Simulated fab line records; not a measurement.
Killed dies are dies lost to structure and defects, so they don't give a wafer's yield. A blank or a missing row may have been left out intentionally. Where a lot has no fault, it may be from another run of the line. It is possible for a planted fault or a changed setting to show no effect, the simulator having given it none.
fab line records ; flow sky130 ; part 2 of 2: steps 28 to 39 of 39
record: lots: 5; wafers: 15; last_day: 50
route steps=708 shown VIA2@521 METAL3@532 CAPM@537
lots that met no fault: from a run of the same line without faults
start_h: hours from the record's first day to the start of the lot's first wafer shown ; wait_h: hours from the lot's prior step to this one ; " same as the row above ; L1.1+2: one row covering several wafers at once ; - no value present, or no start provided ; * or withheld: withheld ; < > ~ a bound
route shown NAME@n: NAME is a module with steps in the file, n the number in the route of the first one ; usual: the fault-free wafers' mean and standard deviation ; same: alike in all rows ; chamber/n: place in a boat ; sites: readings site by site ; _std_site: standard deviation across them ; _edge_site: the outer-site mean with the inner-site mean subtracted ; radius_mm: for every site, how far away it sits from the centre of the wafer ; mask NAME#n: copy n ; behind: the last tool/chamber to shape the wafer ; hold: cause of the lot's hold/its duration in hours/its outcome ; device: transistor that didn't switch, given as n, p or np ; end of line: the route-end tests of the same wafers ; a step given without rows: its recipe and nothing more ; killed: at the first sort, the dies lost to defects and structure; wafer yield is something else ; map: a wafer's dies, marking killed ones x, the rest . and places with no die _
set.NAME: the setting as run; set.NAME@STEP: as run at that earlier step ; model.NAME: the simulator's own value behind a step, which no gauge read
lots at selected steps of the route; one table per step, one row per wafer
services: a tool's chamber out of use, with start hour (start_h, from the record's first day; less than 0 if before it), hours out, and reason
== steps ==
step: SKY_CAPM_DEVELOP_11
recipe: resist: NOVOLAK; developer: TMAH; develop_time_s: 60; dev_temp_c: 23
lot.wafer;tool;chamber;start_h;wait_h
L076.4+5+6;litho_track-02;0;900.68;0.1
L078.1+5+6;litho_track-04;0;920.51;0.1
L081.1+3+5;litho_track-01;0;937.48;0.1
L086.1+2+4;litho_track-04;0;965.96;0.1
L094.1+3+4;litho_track-04;0;1019.87;0.1
step: SKY_CAPM_OVL_MEAS_12
usual: CAPM_OVL: -0.8/1.4
lot.wafer;tool;chamber;start_h;wait_h;CAPM_OVL[nm]
L076.4;overlay-02;-;900.77;0.1;0.6
L076.5;overlay-02;-;900.77;0.1;-0.6
L076.6;overlay-02;-;900.77;0.1;0.5
L078.1;overlay-02;-;920.66;0.1;2.2
L078.5;overlay-02;-;920.66;0.1;2.5
L078.6;overlay-02;-;920.66;0.1;1.7
L081.1;overlay-02;-;937.63;0.1;-2.0
L081.3;overlay-02;-;937.63;0.1;-0.4
L081.5;overlay-02;-;937.63;0.1;-2.5
L086.1;overlay-02;-;966.11;0.1;-0.5
L086.2;overlay-02;-;966.11;0.1;0.6
L086.4;overlay-02;-;966.11;0.1;-0.3
L094.1;overlay-02;-;1020.02;0.1;1.4
L094.3;overlay-02;-;1020.02;0.1;-1.0
L094.4;overlay-02;-;1020.02;0.1;-1.0
step: SKY_CAPM_METAL_ETCH_13
recipe: target_depth_nm: 220; stop_on: SiO2; chemistry: Cl2/BCl3; target: TiN; pressure_mtorr: 10; icp_w: 900; bias_w: 48.5; Cl2_flow_sccm: 60; bcl3_flow_sccm: 30; time_s: 62.9
usual: drypump_motor_current_A: 5.7/0.58; oes_product_au: 0.941/0.0093; throttle_valve_pct: 21.902/0.011
same: time_s: 62.9
lot.wafer;tool;chamber;start_h;wait_h;drypump_motor_current_A;oes_product_au;rf_hours_counter_h;throttle_valve_pct
L076.4;rie_metal-01;1;900.81;0.0;6.5;0.949;-;21.902
L076.5;rie_metal-01;0;900.81;0.0;6.2;0.937;-;21.894
L076.6;rie_metal-01;1;900.81;0.0;6.5;0.920;-;21.913
L078.1;rie_metal-01;1;920.70;0.0;6.6;0.933;17;21.910
L078.5;rie_metal-01;0;920.70;0.0;6.2;0.937;-;21.915
L078.6;rie_metal-01;1;920.70;0.0;6.6;0.927;-;21.919
L081.1;rie_metal-01;0;937.67;0.0;6.2;0.947;15;21.911
L081.3;rie_metal-01;1;937.67;0.0;6.5;0.941;-;21.909
L081.5;rie_metal-01;1;937.67;0.0;6.6;0.945;-;21.899
L086.1;rie_metal-02;0;966.15;0.0;5.8;0.926;15;21.898
L086.2;rie_metal-02;1;966.15;0.0;4.9;0.948;6;21.900
L086.4;rie_metal-02;0;966.15;0.0;5.8;0.936;-;21.892
L094.1;rie_metal-02;0;1020.05;0.0;5.7;0.945;18;21.897
L094.3;rie_metal-02;1;1020.05;0.0;4.9;0.931;-;21.905
L094.4;rie_metal-02;0;1020.05;0.0;5.8;0.943;-;21.891
step: SKY_CAPM_STRIP_14
recipe: chemistry: O2/N2; power_w: 1400; pressure_mtorr: 1500; platen_temp_c: withheld; o2_flow_sccm: 3000; n2_flow_sccm: 300; overash_fraction: 0.5
usual: drypump_motor_current_A: 5.5/0.31; oes_product_au: 0.711/0.0049; strip_time_to_endpoint_s: 12.69/0.054
same: overash_fraction: 0.5
lot.wafer;tool;chamber;start_h;wait_h;drypump_motor_current_A;oes_product_au;rf_hours_counter_h;strip_time_to_endpoint_s
L076.4;plasma_asher-03;1;900.90;0.1;5.7;0.715;-;12.72
L076.5;plasma_asher-03;1;900.90;0.1;5.7;0.712;-;12.72
L076.6;plasma_asher-03;0;900.90;0.1;5.6;0.714;-;12.73
L078.1;plasma_asher-03;0;920.78;0.1;5.6;0.704;80;12.66
L078.5;plasma_asher-03;0;920.78;0.1;5.6;0.712;-;12.64
L078.6;plasma_asher-03;1;920.78;0.1;5.7;0.698;-;12.67
L081.1;plasma_asher-03;1;937.74;0.1;5.7;0.719;81;12.79
L081.3;plasma_asher-03;0;937.74;0.1;5.6;0.712;-;12.71
L081.5;plasma_asher-03;0;937.74;0.1;5.6;0.715;-;12.80
L086.1;plasma_asher-01;1;966.23;0.1;4.9;0.712;113;12.65
L086.2;plasma_asher-01;0;966.23;0.1;5.4;0.710;113;12.55
L086.4;plasma_asher-01;1;966.23;0.1;4.9;0.715;-;12.57
L094.1;plasma_asher-03;1;1020.13;0.1;5.7;0.709;89;12.70
L094.3;plasma_asher-03;1;1020.13;0.1;5.7;0.714;-;12.72
L094.4;plasma_asher-03;0;1020.13;0.1;5.6;0.704;-;12.70
step: SKY_CAPM_STRIP_15
recipe: chemistry: post_etch_residue_remover; time_s: 1200; temp_c: 72.5
usual: temp_c: 72.53/0.12
same: time_s: 1200
lot.wafer;tool;chamber;start_h;wait_h;temp_c
L076.4;wet_bench-02;3;900.96;0.0;72.44
L076.5;wet_bench-02;3;900.96;0.0;72.44
L076.6;wet_bench-02;3;900.96;0.0;72.54
L078.1;wet_bench-01;3;920.88;0.1;72.66
L078.5;wet_bench-01;3;920.88;0.1;72.43
L078.6;wet_bench-01;3;920.88;0.1;72.48
L081.1;wet_bench-03;0;937.84;0.1;72.41
L081.3;wet_bench-03;0;937.84;0.1;72.76
L081.5;wet_bench-03;0;937.84;0.1;72.58
L086.1;wet_bench-03;1;966.33;0.1;72.39
L086.2;wet_bench-03;1;966.33;0.1;72.40
L086.4;wet_bench-03;1;966.33;0.1;72.52
L094.1;wet_bench-01;3;1020.23;0.1;72.52
L094.3;wet_bench-01;3;1020.23;0.1;72.46
L094.4;wet_bench-01;3;1020.23;0.1;72.42
step: SKY_CAPM_CLEAN_16
recipe: chemistry: IPA; time_s: 180; temp_c: 25
usual: temp_c: 25.00/0.11
same: time_s: 180
lot.wafer;tool;chamber;start_h;wait_h;temp_c
L076.4;wet_bench-03;2;901.31;0.0;25.07
L076.5;wet_bench-03;2;901.31;0.0;24.98
L076.6;wet_bench-03;2;901.31;0.0;25.25
L078.1;wet_bench-01;2;921.22;0.0;24.96
L078.5;wet_bench-01;2;921.22;0.0;25.01
L078.6;wet_bench-01;2;921.22;0.0;24.85
L081.1;wet_bench-02;3;938.22;0.0;25.02
L081.3;wet_bench-02;3;938.22;0.0;25.02
L081.5;wet_bench-02;3;938.22;0.0;24.77
L086.1;wet_bench-03;2;966.67;0.0;24.86
L086.2;wet_bench-03;2;966.67;0.0;24.77
L086.4;wet_bench-03;2;966.67;0.0;24.93
L094.1;wet_bench-03;3;1020.57;0.0;25.07
L094.3;wet_bench-03;3;1020.57;0.0;24.98
L094.4;wet_bench-03;3;1020.57;0.0;25.05
step: SKY_CAPM_CLEAN_17
recipe: chemistry: O3/DIW; dry: n2_spin
lot.wafer;tool;chamber;start_h;wait_h
L076.4+5+6;wet_bench-01;2;901.36;0.0
L078.1+5+6;wet_bench-01;3;921.28;0.0
L081.1+3+5;wet_bench-01;0;938.28;0.0
L086.1+2+4;wet_bench-02;1;966.73;0.0
L094.1+3+4;wet_bench-02;2;1020.63;0.0
step: SKY_METAL3_DEHYDRATE_05
recipe: temp_c: 200; time_s: 60
same: time_s: 60
lot.wafer;tool;chamber;start_h;wait_h
L076.4+5+6;litho_track-04;0;913.74;12.3
L078.1+5+6;litho_track-01;0;933.48;12.1
L081.1+3+5;litho_track-04;0;950.31;11.9
L086.1+2+4;litho_track-04;0;977.56;10.7
L094.1+3+4;litho_track-03;0;1031.45;10.7
step: SKY_METAL3_HMDS_06
recipe: prime_time_s: 60; prime_temp_c: 120
lot.wafer;tool;chamber;start_h;wait_h
L076.4+5+6;litho_track-04;0;913.89;0.1
L078.1+5+6;litho_track-01;0;933.63;0.1
L081.1+3+5;litho_track-04;0;950.46;0.1
L086.1+2+4;litho_track-04;0;977.71;0.1
L094.1+3+4;litho_track-03;0;1031.60;0.1
step: SKY_METAL3_COAT_07
recipe: resist: BARC; temp_c: withheld; time_s: withheld; spin_rpm: 3000; resist_thk_nm: 60
lot.wafer;tool;chamber;start_h;wait_h
L076.4+5+6;litho_track-04;0;914.04;0.1
L078.1+5+6;litho_track-01;0;933.78;0.1
L081.1+3+5;litho_track-04;0;950.61;0.1
L086.1+2+4;litho_track-04;0;977.86;0.1
L094.1+3+4;litho_track-03;0;1031.75;0.1
step: SKY_METAL3_COAT_08
recipe: resist: KrF-thick; spin_rpm: 3000; resist_thk_nm: 1140
lot.wafer;tool;chamber;start_h;wait_h
L076.4+5+6;litho_track-04;0;-;-
L078.1+5+6;litho_track-01;0;-;-
L081.1+3+5;litho_track-04;0;-;-
L086.1+2+4;litho_track-04;0;-;-
L094.1+3+4;litho_track-03;0;-;-
step: SKY_METAL3_SOFTBAKE_09
recipe: temp_c: 100; time_s: 90; resist: KrF-thick
same: time_s: 90
lot.wafer;tool;chamber;start_h;wait_h
L076.4+5+6;litho_track-04;0;-;-
L078.1+5+6;litho_track-01;0;-;-
L081.1+3+5;litho_track-04;0;-;-
L086.1+2+4;litho_track-04;0;-;-
L094.1+3+4;litho_track-03;0;-;-
== services ==
tool;chamber;start_h;hours;kind
cvd_w-02;-;850.93;1.1;repair
iline_stepper-02;-;853.15;16.6;repair
iline_stepper-01;-;871.88;4.4;pm
cmp-01;-;878.97;6.1;pm
rie_metal-01;-;887.68;2.8;pm
cmp-01;-;889.05;4.6;repair
rie_diel-04;0;903.03;18.8;repair
cvd_w-02;-;904.00;14.0;pm
iline_stepper-02;-;909.32;0.7;repair
pvd_sputter-04;-;911.31;1.6;repair
cmp-01;-;914.89;4.0;pm
wet_bench-02;-;919.42;1.9;pm
cmp-01;-;923.87;5.3;pm
rie_metal-02;0;932.27;21.6;repair
rie_diel-03;1;934.43;5.6;repair
rie_diel-03;1;946.88;22.3;repair
iline_stepper-01;-;951.70;1.7;pm
cvd_w-01;-;953.53;6.9;pm
pvd_sputter-02;-;955.71;0.5;repair
rie_diel-03;1;997.97;8.1;repair
plasma_asher-03;-;1013.91;0.9;repair
rie_diel-03;1;1017.95;19.2;repair
cmp-01;-;1027.10;0.5;repair
cvd_w-01;-;1029.50;1.0;repair
